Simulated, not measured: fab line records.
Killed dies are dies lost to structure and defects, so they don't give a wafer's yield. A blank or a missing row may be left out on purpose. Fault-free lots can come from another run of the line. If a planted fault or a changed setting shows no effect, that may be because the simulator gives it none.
fab line records ; flow sky130
[record] lots = 6; wafers = 18; lastDay = 50
route steps=708 shown VIA2@524 METAL3@532 CAPM@537 PAD_OPEN@708
lots with no fault: from the same line, run without faults
startH: start of the lot's first displayed wafer, in hours after the record's first day ; waitH: hours from the lot's prior step to this one ; " unchanged from the row above ; L1.1+2: a row that stands for several wafers ; - value missing, or start not given ; * or withheld: withheld ; < > ~ a bound
route shown NAME@n: names a module that has steps shown in the file, with the first one's number in the route ; usual: mean/standard deviation taken from wafers without a fault ; same: alike in all rows ; chamber/n: place in a boat ; sites: per-site readings ; _std_site: their standard deviation ; _edge_site: mean of outer sites minus mean of inner sites ; radiusMm: for every site, how far away it sits from the centre of the wafer ; mask NAME#n: copy n ; behind: tool/chamber where the wafer was last shaped ; hold: what put the lot on hold/how long, in hours/how the hold closed ; device: the transistor (n, p or np) that didn't switch ; end of line: the tests these same wafers got at the end of their route ; where a step has no rows: the recipe by itself ; killed: at the first sort, the dies lost to defects and structure; wafer yield is something else ; map: dies across one wafer; x = killed, . = not, _ = none there
set.NAME: the setting the step ran with; set.NAME@STEP: the setting that earlier step ran with ; model.NAME: the simulator's own value behind a step, which no gauge read
lots at some steps of the route; a table a step, a row a wafer
services: a tool's chamber out of use, with start hour (startH, from the record's first day; less than 0 if before it), hours out, and reason
[[steps]]
[step SKY_VIA2_STRIP_17]
[recipe] chemistry = postEtchResidueRemover; timeS = 1200; tempC = 72.5
[step SKY_VIA2_CLEAN_18]
[recipe] chemistry = IPA; timeS = 180; tempC = 25
[step SKY_VIA2_CLEAN_19]
[recipe] chemistry = O3/DIW; dry = n2Spin
[step SKY_VIA2_SPUTTER_20]
[recipe] material = TiN; targetThkNm = 20; chamberPressurePa = 5; powerW = 4000; timeS = 80
[usual] throttleValvePct = 29.8/0.92
lot.wafer;tool;chamber;startH;waitH;throttleValvePct
L644.1;pvdSputter-03;-;942.63;0.0;29.1
L644.4;pvdSputter-03;-;942.63;0.0;29.1
L644.6;pvdSputter-03;-;942.63;0.0;28.8
L645.1;pvdSputter-02;-;949.24;0.0;29.2
L645.3;pvdSputter-02;-;949.24;0.0;28.7
L645.4;pvdSputter-02;-;949.24;0.0;29.9
L646.1;pvdSputter-02;-;961.84;0.0;29.9
L646.3;pvdSputter-02;-;961.84;0.0;29.2
L646.4;pvdSputter-02;-;961.84;0.0;28.7
L647.3;pvdSputter-04;-;962.54;0.0;31.5
L647.4;pvdSputter-04;-;962.54;0.0;30.2
L647.6;pvdSputter-04;-;962.54;0.0;32.0
L650.2;pvdSputter-04;-;984.96;0.0;30.1
L650.3;pvdSputter-04;-;984.96;0.0;29.8
L650.4;pvdSputter-04;-;984.96;0.0;31.7
L651.2;pvdSputter-04;-;996.08;0.0;32.0
L651.3;pvdSputter-04;-;996.08;0.0;29.8
L651.6;pvdSputter-04;-;996.08;0.0;29.5
[step SKY_VIA2_CVD_21]
[recipe] material = W; targetThkNm = 420; timeS = 126.4; tempC = 400; pressureTorr = 40
[step SKY_VIA2_RS_MEAS_22]
[recipe] thkMeasGauge = four-point-probe; reads = W_of_VIA2_CVD_21+TiN_of_VIA2_SPUTTER_20
[usual] VIA2_W_RS = 0.272/0.004
lot.wafer;tool;chamber;startH;waitH;VIA2_W_RS[ohm/sq]
L644.1;filmMetro-02;-;942.82;0.1;0.269
L644.4;filmMetro-02;-;942.82;0.1;0.274
L644.6;filmMetro-02;-;942.82;0.1;0.269
L645.1;filmMetro-02;-;949.43;0.1;0.269
L645.3;filmMetro-02;-;949.43;0.1;0.271
L645.4;filmMetro-02;-;949.43;0.1;0.268
L646.1;filmMetro-02;-;962.03;0.1;0.273
L646.3;filmMetro-02;-;962.03;0.1;0.281
L646.4;filmMetro-02;-;962.03;0.1;0.272
L647.3;filmMetro-02;-;962.77;0.1;0.277
L647.4;filmMetro-02;-;962.77;0.1;0.274
L647.6;filmMetro-02;-;962.77;0.1;0.277
L650.2;filmMetro-03;-;985.18;0.1;0.275
L650.3;filmMetro-03;-;985.18;0.1;0.273
L650.4;filmMetro-03;-;985.18;0.1;0.276
L651.2;filmMetro-02;-;996.29;0.1;0.278
L651.3;filmMetro-02;-;996.29;0.1;0.271
L651.6;filmMetro-02;-;996.29;0.1;0.270
[step SKY_VIA2_THK_MEAS_23]
[recipe] thkMeasGauge = xrf; reads = W_of_VIA2_CVD_21
[usual] VIA2_W_THK = 426/8.6
lot.wafer;tool;chamber;startH;waitH;VIA2_W_THK[nm]
L644.1;filmMetro-02;-;942.94;0.1;434
L644.4;filmMetro-02;-;942.94;0.1;427
L644.6;filmMetro-02;-;942.94;0.1;433
L645.1;filmMetro-02;-;949.55;0.1;434
L645.3;filmMetro-02;-;949.55;0.1;430
L645.4;filmMetro-02;-;949.55;0.1;435
L646.1;filmMetro-02;-;962.15;0.1;424
L646.3;filmMetro-02;-;962.15;0.1;411
L646.4;filmMetro-02;-;962.15;0.1;426
L647.3;filmMetro-02;-;962.87;0.1;419
L647.4;filmMetro-02;-;962.87;0.1;423
L647.6;filmMetro-02;-;962.87;0.1;417
L650.2;filmMetro-03;-;985.29;0.1;429
L650.3;filmMetro-03;-;985.29;0.1;429
L650.4;filmMetro-03;-;985.29;0.1;429
L651.2;filmMetro-02;-;996.40;0.1;420
L651.3;filmMetro-02;-;996.40;0.1;428
L651.6;filmMetro-02;-;996.40;0.1;427
[step SKY_VIA2_CMP_24]
[recipe] stopOn = SiO2; tOverpolishS = 20; downForcePsi = 3.5; platenRpm = 60; targetThkNm = 0; padVelocityMS = 0.94248
[step SKY_METAL3_SPUTTER_00]
[recipe] material = Ti; targetThkNm = 15; powerW = 3000; timeS = 10; chamberPressurePa = 0.4
[usual] throttleValvePct = 29.8/1
lot.wafer;tool;chamber;startH;waitH;throttleValvePct
L644.1;pvdSputter-03;-;943.30;0.2;28.8
L644.4;pvdSputter-03;-;943.30;0.2;28.6
L644.6;pvdSputter-03;-;943.30;0.2;29.2
L645.1;pvdSputter-01;-;949.91;0.1;29.1
L645.3;pvdSputter-01;-;949.91;0.1;30.9
L645.4;pvdSputter-01;-;949.91;0.1;31.2
L646.1;pvdSputter-03;-;962.51;0.1;30.6
L646.3;pvdSputter-03;-;962.51;0.1;28.2
L646.4;pvdSputter-03;-;962.51;0.1;28.8
L647.3;pvdSputter-03;-;963.21;0.1;29.0
L647.4;pvdSputter-03;-;963.21;0.1;28.3
L647.6;pvdSputter-03;-;963.21;0.1;28.9
L650.2;pvdSputter-01;-;985.64;0.2;29.4
L650.3;pvdSputter-01;-;985.64;0.2;31.2
L650.4;pvdSputter-01;-;985.64;0.2;30.9
L651.2;pvdSputter-03;-;996.75;0.1;28.3
L651.3;pvdSputter-03;-;996.75;0.1;30.8
L651.6;pvdSputter-03;-;996.75;0.1;31.1
[step SKY_METAL3_SPUTTER_01]
[recipe] material = TiN; targetThkNm = 20; powerW = 6500; timeS = 16.7; chamberPressurePa = 0.4
[usual] throttleValvePct = 29.8/1
lot.wafer;tool;chamber;startH;waitH;throttleValvePct
L644.1;pvdSputter-03;-;943.32;0.0;28.9
L644.4;pvdSputter-03;-;943.32;0.0;28.2
L644.6;pvdSputter-03;-;943.32;0.0;29.1
L645.1;pvdSputter-01;-;949.93;0.0;29.2
L645.3;pvdSputter-01;-;949.93;0.0;30.9
L645.4;pvdSputter-01;-;949.93;0.0;31.2
L646.1;pvdSputter-03;-;962.53;0.0;30.5
L646.3;pvdSputter-03;-;962.53;0.0;28.2
L646.4;pvdSputter-03;-;962.53;0.0;29.2
L647.3;pvdSputter-03;-;963.23;0.0;29.2
L647.4;pvdSputter-03;-;963.23;0.0;28.2
L647.6;pvdSputter-03;-;963.23;0.0;29.0
L650.2;pvdSputter-01;-;985.66;0.0;29.2
L650.3;pvdSputter-01;-;985.66;0.0;31.3
L650.4;pvdSputter-01;-;985.66;0.0;31.0
L651.2;pvdSputter-03;-;996.77;0.0;28.2
L651.3;pvdSputter-03;-;996.77;0.0;30.4
L651.6;pvdSputter-03;-;996.77;0.0;30.8
[step SKY_METAL3_SPUTTER_02]
[recipe] material = AlCu; targetThkNm = 735; powerW = 10600; timeS = 39.1; chamberPressurePa = 0.4
[usual] throttleValvePct = 29.7/1
lot.wafer;tool;chamber;startH;waitH;throttleValvePct
L644.1;pvdSputter-03;-;943.35;0.0;29.2
L644.4;pvdSputter-03;-;943.35;0.0;28.3
L644.6;pvdSputter-03;-;943.35;0.0;29.1
L645.1;pvdSputter-01;-;949.96;0.0;29.5
L645.3;pvdSputter-01;-;949.96;0.0;30.7
L645.4;pvdSputter-01;-;949.96;0.0;31.2
L646.1;pvdSputter-03;-;962.56;0.0;30.9
L646.3;pvdSputter-03;-;962.56;0.0;28.3
L646.4;pvdSputter-03;-;962.56;0.0;28.9
L647.3;pvdSputter-03;-;963.26;0.0;29.0
L647.4;pvdSputter-03;-;963.26;0.0;28.4
L647.6;pvdSputter-03;-;963.26;0.0;28.9
L650.2;pvdSputter-01;-;985.68;0.0;29.3
L650.3;pvdSputter-01;-;985.68;0.0;30.9
L650.4;pvdSputter-01;-;985.68;0.0;31.0
L651.2;pvdSputter-03;-;996.80;0.0;28.1
L651.3;pvdSputter-03;-;996.80;0.0;30.7
L651.6;pvdSputter-03;-;996.80;0.0;30.8
[step SKY_METAL3_SPUTTER_03]
[recipe] material = Ti; targetThkNm = 5; powerW = 3000; timeS = 3.3; chamberPressurePa = 0.4
[usual] throttleValvePct = 29.7/1
lot.wafer;tool;chamber;startH;waitH;throttleValvePct
L644.1;pvdSputter-03;-;943.39;0.0;28.7
L644.4;pvdSputter-03;-;943.39;0.0;28.2
L644.6;pvdSputter-03;-;943.39;0.0;29.1
L645.1;pvdSputter-01;-;950.00;0.0;29.2
L645.3;pvdSputter-01;-;950.00;0.0;30.7
L645.4;pvdSputter-01;-;950.00;0.0;31.1
L646.1;pvdSputter-03;-;962.60;0.0;30.6
L646.3;pvdSputter-03;-;962.60;0.0;28.4
L646.4;pvdSputter-03;-;962.60;0.0;28.5
L647.3;pvdSputter-03;-;963.30;0.0;29.3
L647.4;pvdSputter-03;-;963.30;0.0;28.4
L647.6;pvdSputter-03;-;963.30;0.0;28.8
L650.2;pvdSputter-01;-;985.72;0.0;29.2
L650.3;pvdSputter-01;-;985.72;0.0;30.9
L650.4;pvdSputter-01;-;985.72;0.0;31.0
L651.2;pvdSputter-03;-;996.84;0.0;28.6
L651.3;pvdSputter-03;-;996.84;0.0;30.7
L651.6;pvdSputter-03;-;996.84;0.0;30.7
[step SKY_METAL3_SPUTTER_04]
[recipe] material = TiN; targetThkNm = 70; powerW = 6500; timeS = 58.3; chamberPressurePa = 0.4
[usual] throttleValvePct = 29.8/1
lot.wafer;tool;chamber;startH;waitH;throttleValvePct;model.TiN_of_METAL3_SPUTTER_04.thkNm
L644.1;pvdSputter-03;-;943.41;0.0;28.9;70.7
L644.4;pvdSputter-03;-;943.41;0.0;28.3;68.74
L644.6;pvdSputter-03;-;943.41;0.0;29.1;69.89
L645.1;pvdSputter-01;-;950.02;0.0;28.9;70.42
L645.3;pvdSputter-01;-;950.02;0.0;30.9;70.31
L645.4;pvdSputter-01;-;950.02;0.0;31.2;69.74
L646.1;pvdSputter-03;-;962.62;0.0;30.8;70.02
L646.3;pvdSputter-03;-;962.62;0.0;28.3;70.1
L646.4;pvdSputter-03;-;962.62;0.0;29.1;71.65
L647.3;pvdSputter-03;-;963.32;0.0;28.9;70.27
L647.4;pvdSputter-03;-;963.32;0.0;28.1;68.55
L647.6;pvdSputter-03;-;963.32;0.0;28.9;74.41
L650.2;pvdSputter-01;-;985.74;0.0;29.5;70.37
L650.3;pvdSputter-01;-;985.74;0.0;31.0;69.84
L650.4;pvdSputter-01;-;985.74;0.0;30.8;70.91
L651.2;pvdSputter-03;-;996.86;0.0;28.4;68.22
L651.3;pvdSputter-03;-;996.86;0.0;30.8;68.72
L651.6;pvdSputter-03;-;996.86;0.0;30.7;72.72
[step SKY_CAPM_CVD_00]
[recipe] material = SiO2; targetThkNm = 15.5; tempC = 400; timeS = withheld; rfW = 450
[step SKY_PAD_OPEN_PROBE_99]
[usual] defectLimitedYield = 82.7/2; killed_at_M0_to_M3 = 42/6.7; killed_at_M4_up = 3.3/2.1; killedAtContacts = 24/5.1; killedAtFrontEnd = 15/4.6; killedAtOther = 0.3/0.58; killedDies = 85/9.9; killedOpen = 46/6.9; killedShort = 38/7; sort_bin_3_pad_short = 0.9/0.43; sort_bin_5_function = 10.1/1.4; sort_bin_6_memory = 6.4/1.2; sortNPass = 407/9.9; sortYieldPct = 82.7/2
[same] grossDies = 492; killedAtBackSide = 0; sort_bin_4_leakage[%] = 0; sort_bin_8_speed[%] = 0
lot.wafer;tool;chamber;startH;waitH;defectLimitedYield[%];killed_at_M0_to_M3;killed_at_M4_up;killedAtContacts;killedAtFrontEnd;killedAtOther;killedDies;killedOpen;killedShort;sort_bin_3_pad_short[%];sort_bin_5_function[%];sort_bin_6_memory[%];sortNPass;sortYieldPct[%]
L644.1;prober-01;-;1152.67;0.1;82.9;36;4;28;16;0;84;50;34;1.0;9.6;6.5;408;82.9
L644.4;prober-01;-;1152.82;0.2;84.3;33;4;31;9;0;77;41;36;1.6;8.7;5.3;415;84.3
L644.6;prober-01;-;1152.92;0.2;80.3;45;2;34;16;0;97;61;36;0.8;10.4;8.5;395;80.3
// killed by level:class
L644.1 LI_CONTACT:geometricParticle:open=12 CONTACT:geometricParticle:open=10 VIA1:geometricParticle:open=6 VIA2:geometricParticle:open=6 POLY_GATE:geometricParticle:short=5 METAL1:geometricParticle:short=5 CONTACT:geometricParticle:short=4 VIA3:geometricParticle:open=4
L644.4 LI_CONTACT:geometricParticle:open=14 VIA1:geometricParticle:open=9 LI_CONTACT:geometricParticle:short=6 VIA2:geometricParticle:open=6 METAL2:geometricParticle:short=5 LOCAL_INTERCONNECT:geometricParticle:short=4 METAL4:geometricParticle:short=4 FIELD_ISO:geometricParticle:short=3
L644.6 CONTACT:geometricParticle:open=17 VIA1:geometricParticle:open=12 POLY_GATE:geometricParticle:open=8 LOCAL_INTERCONNECT:geometricParticle:short=7 METAL1:geometricParticle:short=7 VIA2:geometricParticle:open=7 METAL2:geometricParticle:short=6 LI_CONTACT:geometricParticle:open=6
[[services]]
tool;chamber;startH;hours;kind
pvdSputter-01;0;921.83;-;consumableReplace:kit
pvdSputter-01;0;921.83;18.0;scheduledDown
pvdSputter-01;0;921.83;18.0;ventCycle
pvdSputter-01;-;981.03;1.2;repair
pvdSputter-02;-;995.14;1.4;repair
[[key]]
firstSign none at tools or gauges
[modelEffect] step = SKY_METAL3_SPUTTER_04; value = TiN_of_METAL3_SPUTTER_04.thkNm; without = 69.52; struck = 73.56
metAt SKY_METAL3_SPUTTER_04
struckWafers L647.6,L651.6
onsetBetween 962.62 963.32
[fault] kind = processParameterDrift; tool = pvdSputter-03; chamber = -; onsetH = 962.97; steps = SKY_METAL3_SPUTTER_04; channel = targetThkNm; offset = 4.043; shape = step; endH = 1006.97; scope = struckWafersOnly; actsIn = theseRecipesOnly; stated = 70
